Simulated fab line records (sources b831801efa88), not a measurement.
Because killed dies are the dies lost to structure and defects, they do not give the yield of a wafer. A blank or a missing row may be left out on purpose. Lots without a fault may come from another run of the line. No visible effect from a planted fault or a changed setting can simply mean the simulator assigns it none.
fab line records    flow sky130
[record] lots = 10  wafers = 30  lastDay = 50
route steps=708 shown POLY_CUT@319 SD_N@350 METAL1@440 VIA1@479
lots that met no fault: taken from a fault-free run of the same line
startH: hours from the record's opening day to when the first of the lot's shown wafers began    waitH: hours elapsed since this lot's preceding step    " repeats the value in the row above    L1.1+2: one row covering several wafers at once    - no value, or no start was given    * or withheld: withheld    < > ~ a bound
route shown NAME@n: a module of which the file shows steps, and the number in the route of the first    usual: average and standard deviation across the fault-free wafers    same: alike in all rows    chamber/n: place in a boat    sites: the reading at each site    _std_site: standard deviation of those values    _edge_site: the outer-site mean with the inner-site mean subtracted    radiusMm: how far each site lies from the wafer's centre    mask NAME#n: copy n    behind: the most recent tool/chamber to have shaped the wafer    hold: why the lot was held/for how many hours/how that ended    device: the transistor (n, p or np) that didn't switch    end of line: tests run on the same wafers once the route is complete    a step given without rows: its recipe and nothing more    killed: the dies lost at the first sort to structure and to defects; this is not the yield of the wafer    map: shows each die of a wafer: x if killed, . if not, _ if none is there
set.NAME: the setting as run; set.NAME@STEP: as run at that earlier step    model.NAME: the simulator's own value behind a step, which no gauge read
a sample of lots followed through the steps of the route, with each step as a table and each wafer as a row
services: the hour from which a tool's chamber was out of use, counted from the record's first day as startH (under 0 if before that day), plus the number of hours and why
[[steps]]
[step SKY_POLY_CUT_STRIP_12]
[recipe] chemistry = O2/N2  powerW = 1400  pressureMtorr = 1500  platenTempC = withheld  o2FlowSccm = 3000  n2FlowSccm = 300  overashFraction = 0.5
[usual] drypumpMotorCurrentA = 5.64/0.16  o2FlowSccm = 3000/9.1  oesProductAu = 0.453/0.0046  stripTimeToEndpointS = 5.368/0.017
lot.wafer  tool            chamber  startH  waitH  drypumpMotorCurrentA  o2FlowSccm  oesProductAu  rfHoursCounterH  stripTimeToEndpointS
L406.4     plasmaAsher-03  1        577.59  0.0    5.67                  2995        0.453         -                5.384
L406.5     "               0        "       "      5.59                  3004        0.461         -                5.391
L406.6     "               1        "       "      5.66                  3010        0.456         -                5.362
L407.3     plasmaAsher-03  1        586.26  0.1    5.67                  2996        0.446         -                5.392
L407.4     "               0        "       "      5.62                  3008        0.453         -                5.378
L407.5     "               1        "       "      5.68                  2997        0.455         -                5.363
L417.1     plasmaAsher-03  1        653.17  0.0    5.65                  3014        0.449         23               5.338
L417.3     "               0        "       "      5.65                  2990        0.457         -                5.333
L417.4     "               1        "       "      5.65                  3007        0.447         -                5.357
L419.3     plasmaAsher-03  1        673.01  0.1    5.65                  2994        0.445         -                5.365
L419.4     "               0        "       "      5.61                  2998        0.451         -                5.360
L419.5     "               0        "       "      5.60                  3005        0.452         -                5.364
L422.3     plasmaAsher-01  1        700.31  0.1    5.93                  2998        0.453         -                5.360
L422.4     "               0        "       "      5.47                  3005        0.444         -                5.350
L422.6     "               1        "       "      5.97                  3005        0.448         -                5.362
L423.2     plasmaAsher-01  1        705.03  0.0    5.94                  3006        0.450         104              5.340
L423.3     "               0        "       "      5.47                  3007        0.446         -                5.327
L423.4     "               1        "       "      5.93                  3016        0.449         -                5.332
L424.1     plasmaAsher-03  1        713.66  0.0    5.69                  2990        0.457         27               5.351
L424.3     "               0        "       "      5.64                  3006        0.453         -                5.383
L424.4     "               1        "       "      5.70                  2978        0.454         -                5.361
L425.1     plasmaAsher-01  1        721.61  0.0    5.95                  2982        0.454         106              5.369
L425.2     "               0        "       "      5.45                  2996        0.452         106              5.380
L425.4     "               1        "       "      5.91                  2987        0.454         -                5.365
L427.1     plasmaAsher-04  1        735.03  0.0    5.41                  3001        0.450         62               5.362
L427.2     "               0        "       "      5.69                  2996        0.446         62               5.376
L427.4     "               1        "       "      5.43                  3006        0.451         -                5.365
L428.2     plasmaAsher-01  0        744.16  0.0    5.45                  3020        0.449         0                5.372
L428.4     "               1        "       "      5.98                  3003        0.460         -                5.377
L428.5     "               0        "       "      5.45                  3014        0.450         -                5.365
[step SKY_SD_N_OVL_MEAS_08]
[usual] SD_N_OVL = -0.6/1.4
lot.wafer  tool        chamber  startH  waitH  SD_N_OVL[nm]
L406.4     overlay-01  -        664.81  0.1    -1.4
L406.5     "           -        "       "      -0.9
L406.6     "           -        "       "      -0.2
L407.3     overlay-01  -        672.52  0.1    1.5
L407.4     "           -        "       "      1.1
L407.5     "           -        "       "      -0.3
L417.1     overlay-02  -        736.29  0.1    0.1
L417.3     "           -        "       "      1.8
L417.4     "           -        "       "      -0.8
L419.3     overlay-01  -        754.36  0.1    0.2
L419.4     "           -        "       "      -1.7
L419.5     "           -        "       "      0.5
L422.3     overlay-01  -        780.60  0.1    -0.9
L422.4     "           -        "       "      1.7
L422.6     "           -        "       "      -0.1
L423.2     overlay-02  -        786.10  0.1    2.1
L423.3     "           -        "       "      0.6
L423.4     "           -        "       "      0.8
L424.1     overlay-01  -        792.49  0.1    0.0
L424.3     "           -        "       "      1.3
L424.4     "           -        "       "      -0.6
L425.1     overlay-01  -        802.69  0.1    -1.8
L425.2     "           -        "       "      -1.9
L425.4     "           -        "       "      0.1
L427.1     overlay-02  -        814.50  0.1    -1.6
L427.2     "           -        "       "      -1.1
L427.4     "           -        "       "      -1.4
L428.2     overlay-01  -        824.50  0.1    -3.3
L428.4     "           -        "       "      -3.3
L428.5     "           -        "       "      -1.5
[step SKY_METAL1_THK_MEAS_06]
[recipe] thkMeasGauge = xrf  reads = AlCu_of_METAL1_SPUTTER_02
[usual] METAL1_ALCU_THK = 252/3.6
lot.wafer  tool          chamber  startH  waitH  METAL1_ALCU_THK[nm]
L406.4     filmMetro-02  -        753.65  0.1    248
L406.5     "             -        "       "      250
L406.6     "             -        "       "      244
L407.3     filmMetro-01  -        760.20  0.1    260
L407.4     "             -        "       "      258
L407.5     "             -        "       "      258
L417.1     filmMetro-01  -        823.23  0.1    256
L417.3     "             -        "       "      254
L417.4     "             -        "       "      252
L419.3     filmMetro-01  -        839.84  0.1    257
L419.4     "             -        "       "      254
L419.5     "             -        "       "      255
L422.3     filmMetro-02  -        865.14  0.1    252
L422.4     "             -        "       "      256
L422.6     "             -        "       "      257
L423.2     filmMetro-01  -        870.88  0.1    249
L423.3     "             -        "       "      253
L423.4     "             -        "       "      254
L424.1     filmMetro-01  -        875.93  0.1    254
L424.3     "             -        "       "      250
L424.4     "             -        "       "      252
L425.1     filmMetro-02  -        886.52  0.1    249
L425.2     "             -        "       "      251
L425.4     "             -        "       "      248
L427.1     filmMetro-04  -        897.80  0.1    251
L427.2     "             -        "       "      251
L427.4     "             -        "       "      252
L428.2     filmMetro-01  -        908.47  0.1    255
L428.4     "             -        "       "      256
L428.5     "             -        "       "      253
[step SKY_VIA1_CVD_21]
[recipe] material = W  targetThkNm = 270  timeS = 80.902  tempC = 400  pressureTorr = 40
[usual] heaterPowerW = 816/52
lot.wafer  tool     chamber  startH  waitH  heaterPowerW
L406.4     cvdW-02  1        810.51  0.0    760
L406.5     "        1        "       "      786
L406.6     "        0        "       "      883
L407.3     cvdW-02  0        815.37  0.1    878
L407.4     "        1        "       "      764
L407.5     "        1        "       "      753
L417.1     cvdW-01  0        877.03  0.0    794
L417.3     "        1        "       "      832
L417.4     "        0        "       "      807
L419.3     cvdW-02  0        893.91  0.1    909
L419.4     "        1        "       "      748
L419.5     "        0        "       "      916
L422.3     cvdW-01  1        919.44  0.1    832
L422.4     "        0        "       "      797
L422.6     "        0        "       "      777
L423.2     cvdW-02  1        924.23  0.0    723
L423.3     "        0        "       "      840
L423.4     "        1        "       "      730
L424.1     cvdW-01  0        928.72  0.0    788
L424.3     "        1        "       "      848
L424.4     "        0        "       "      795
L425.1     cvdW-02  0        938.73  0.0    848
L425.2     "        1        "       "      740
L425.4     "        1        "       "      732
L427.1     cvdW-01  0        950.03  0.0    783
L427.2     "        1        "       "      831
L427.4     "        0        "       "      804
L428.2     cvdW-02  0        960.15  0.0    822
L428.4     "        1        "       "      719
L428.5     "        0        "       "      845
[step SKY_VIA1_RS_MEAS_22]
[recipe] thkMeasGauge = four-point-probe  reads = W_of_VIA1_CVD_21+TiN_of_VIA1_SPUTTER_20
[usual] VIA1_W_RS = 0.432/0.0042
lot.wafer  tool          chamber  startH  waitH  hold                     VIA1_W_RS[ohm/sq]
L406.4     filmMetro-02  -        810.63  0.1    -                        0.430
L406.5     "             -        "       "      -                        0.432
L406.6     "             -        "       "      -                        0.426
L407.3     filmMetro-02  -        815.50  0.1    awaitDispo/0.2h/release  0.437
L407.4     "             -        "       "      awaitDispo/0.2h/release  0.432
L407.5     "             -        "       "      awaitDispo/0.2h/release  0.642
L407.3     filmMetro-02  -        815.78  0.3    -                        0.437
L407.4     "             -        "       "      -                        0.431
L407.5     "             -        "       "      -                        0.643
L417.1     filmMetro-03  -        877.12  0.1    -                        0.428
L417.3     "             -        "       "      -                        0.428
L417.4     "             -        "       "      -                        0.431
L419.3     filmMetro-04  -        894.02  0.1    -                        0.429
L419.4     "             -        "       "      -                        0.435
L419.5     "             -        "       "      -                        0.431
L422.3     filmMetro-02  -        919.54  0.1    -                        0.433
L422.4     "             -        "       "      -                        0.436
L422.6     "             -        "       "      -                        0.426
L423.2     filmMetro-02  -        924.34  0.1    -                        0.427
L423.3     "             -        "       "      -                        0.432
L423.4     "             -        "       "      -                        0.428
L424.1     filmMetro-04  -        928.82  0.1    -                        0.430
L424.3     "             -        "       "      -                        0.434
L424.4     "             -        "       "      -                        0.430
L425.1     filmMetro-02  -        938.82  0.1    -                        0.432
L425.2     "             -        "       "      -                        0.427
L425.4     "             -        "       "      -                        0.431
L427.1     filmMetro-03  -        950.13  0.1    -                        0.432
L427.2     "             -        "       "      -                        0.427
L427.4     "             -        "       "      -                        0.437
L428.2     filmMetro-04  -        960.26  0.1    -                        0.439
L428.4     "             -        "       "      -                        0.431
L428.5     "             -        "       "      -                        0.437
[step SKY_VIA1_THK_MEAS_23]
[recipe] thkMeasGauge = xrf  reads = W_of_VIA1_CVD_21
[usual] VIA1_W_THK = 265/3.1
lot.wafer  tool          chamber  startH  waitH  hold                     VIA1_W_THK[nm]
L406.4     filmMetro-02  -        810.72  0.1    -                        264
L406.5     "             -        "       "      -                        261
L406.6     "             -        "       "      -                        266
L407.3     filmMetro-02  -        818.47  2.7    awaitDispo/0.2h/release  259
L407.4     "             -        "       "      awaitDispo/0.2h/release  263
L407.5     "             -        "       "      awaitDispo/0.2h/release  178
L407.3     filmMetro-02  -        818.69  0.2    -                        260
L407.4     "             -        "       "      -                        261
L407.5     "             -        "       "      -                        178
L417.1     filmMetro-03  -        877.24  0.1    -                        269
L417.3     "             -        "       "      -                        268
L417.4     "             -        "       "      -                        267
L419.3     filmMetro-04  -        894.12  0.1    -                        266
L419.4     "             -        "       "      -                        263
L419.5     "             -        "       "      -                        266
L422.3     filmMetro-02  -        919.64  0.1    -                        262
L422.4     "             -        "       "      -                        261
L422.6     "             -        "       "      -                        267
L423.2     filmMetro-02  -        924.45  0.1    -                        265
L423.3     "             -        "       "      -                        264
L423.4     "             -        "       "      -                        264
L424.1     filmMetro-04  -        928.94  0.1    -                        265
L424.3     "             -        "       "      -                        261
L424.4     "             -        "       "      -                        265
L425.1     filmMetro-02  -        938.94  0.1    -                        261
L425.2     "             -        "       "      -                        265
L425.4     "             -        "       "      -                        263
L427.1     filmMetro-03  -        950.25  0.1    -                        265
L427.2     "             -        "       "      -                        267
L427.4     "             -        "       "      -                        261
L428.2     filmMetro-04  -        960.37  0.1    -                        260
L428.4     "             -        "       "      -                        264
L428.5     "             -        "       "      -                        261
[step SKY_VIA1_CMP_24]
[recipe] stopOn = SiO2  tOverpolishS = 15  downForcePsi = 3.5  platenRpm = 60  targetThkNm = 0  padVelocityMS = 0.94248
[usual] motorCurrentA = 11.1/1.3  timeToEndpointS = 64/3.9
lot.wafer  tool    chamber  startH  waitH  hold                     motorCurrentA  timeToEndpointS
L406.4     cmp-02  2        810.80  0.1    -                        12.2           58
L406.5     "       1        "       "      -                        11.1           62
L406.6     "       2        "       "      -                        11.7           60
L407.4     cmp-01  2        827.05  8.3    awaitDispo/8.2h/release  9.5            67
L407.3     "       3        "       "      awaitDispo/8.2h/release  9.9            71
L407.5     "       1        "       "      awaitDispo/8.2h/release  10.7           50
L417.3     cmp-02  1        877.30  0.0    -                        10.7           66
L417.1     "       2        "       "      -                        11.6           61
L417.4     "       0        "       "      -                        12.0           65
L419.4     cmp-02  1        894.16  0.0    -                        11.0           59
L419.3     "       0        "       "      -                        11.7           61
L419.5     "       2        "       "      -                        11.4           58
L422.4     cmp-02  3        919.78  0.1    -                        14.2           63
L422.3     "       0        "       "      -                        11.8           61
L422.6     "       2        "       "      -                        11.5           60
L423.3     cmp-02  2        924.50  0.0    -                        12.1           55
L423.4     "       0        "       "      -                        12.2           64
L423.2     "       1        "       "      -                        11.3           64
L424.4     cmp-01  3        929.00  0.0    -                        9.5            69
L424.3     "       0        "       "      -                        10.6           67
L424.1     "       1        "       "      -                        11.3           72
L425.4     cmp-02  2        939.00  0.0    -                        11.5           57
L425.1     "       3        "       "      -                        14.9           65
L425.2     "       0        "       "      -                        12.5           66
L427.1     cmp-01  0        950.36  0.1    -                        10.9           66
L427.2     "       1        "       "      -                        11.0           67
L427.4     "       2        "       "      -                        9.9            64
L428.2     cmp-01  0        960.42  0.0    -                        11.2           65
L428.4     "       3        "       "      -                        9.8            70
L428.5     "       0        "       "      -                        10.8           68
[[services]]
tool            chamber  startH  hours  kind
cmp-02          -        566.40  0.3    repair
cmp-02          -        572.02  4.0    pm
cmp-02          -        576.02  4.5    pm
cvdW-02         -        609.45  0.9    repair
cmp-02          -        624.87  2.2    repair
cmp-02          -        631.97  1.9    repair
cmp-02          -        654.00  3.6    repair
plasmaAsher-03  -        659.67  0.4    repair
cmp-02          -        675.95  2.1    repair
cmp-02          -        689.82  7.6    pm
plasmaAsher-03  -        692.33  14.6   pm
cmp-02          -        705.61  0.2    repair
cvdW-02         -        707.96  2.8    pm
cvdW-02         -        751.96  1.0    repair
cmp-02          -        754.97  1.1    repair
cmp-02          -        755.76  4.1    repair
cvdW-02         -        756.79  6.9    pm
cvdW-02         1        819.17  5.3    repair
cvdW-02         -        904.00  14.0   pm
cmp-02          -        912.02  4.0    pm
cmp-02          -        917.17  0.5    repair
cvdW-02         0        925.85  10.8   repair
plasmaAsher-03  -        930.47  0.9    repair
cmp-02          -        941.99  5.3    pm
[[key]]
[firstSign] step = SKY_VIA1_RS_MEAS_22  reading = visit  direction = added
[effect] step = SKY_VIA1_RS_MEAS_22  reading = VIA1_W_RS  direction = up  sigmas = 51  usual = 0.432  struck = 0.642
[effect] step = SKY_VIA1_THK_MEAS_23  reading = visit  direction = added
[effect] step = SKY_VIA1_THK_MEAS_23  reading = VIA1_W_THK  direction = down  sigmas = 28  usual = 265  struck = 178
[effect] step = SKY_VIA1_CMP_24  reading = timeToEndpointS  direction = down  sigmas = 3.7  usual = *  struck = *
metAt SKY_VIA1_CVD_21
struckLots L407
struckWafers L407.5
notActingAt SKY_POLY_CUT_STRIP_12,SKY_SD_N_OVL_MEAS_08,SKY_METAL1_THK_MEAS_06
onsetBetween 810.51 815.37
[fault] kind = processParameterDrift  tool = cvdW-02  chamber = -  onsetH = 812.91  steps = SKY_VIA1_CVD_21  channel = targetThkNm  offset = -86.92  shape = step  endH = 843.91  scope = struckWafersOnly  actsIn = theseRecipesOnly  stated = 270
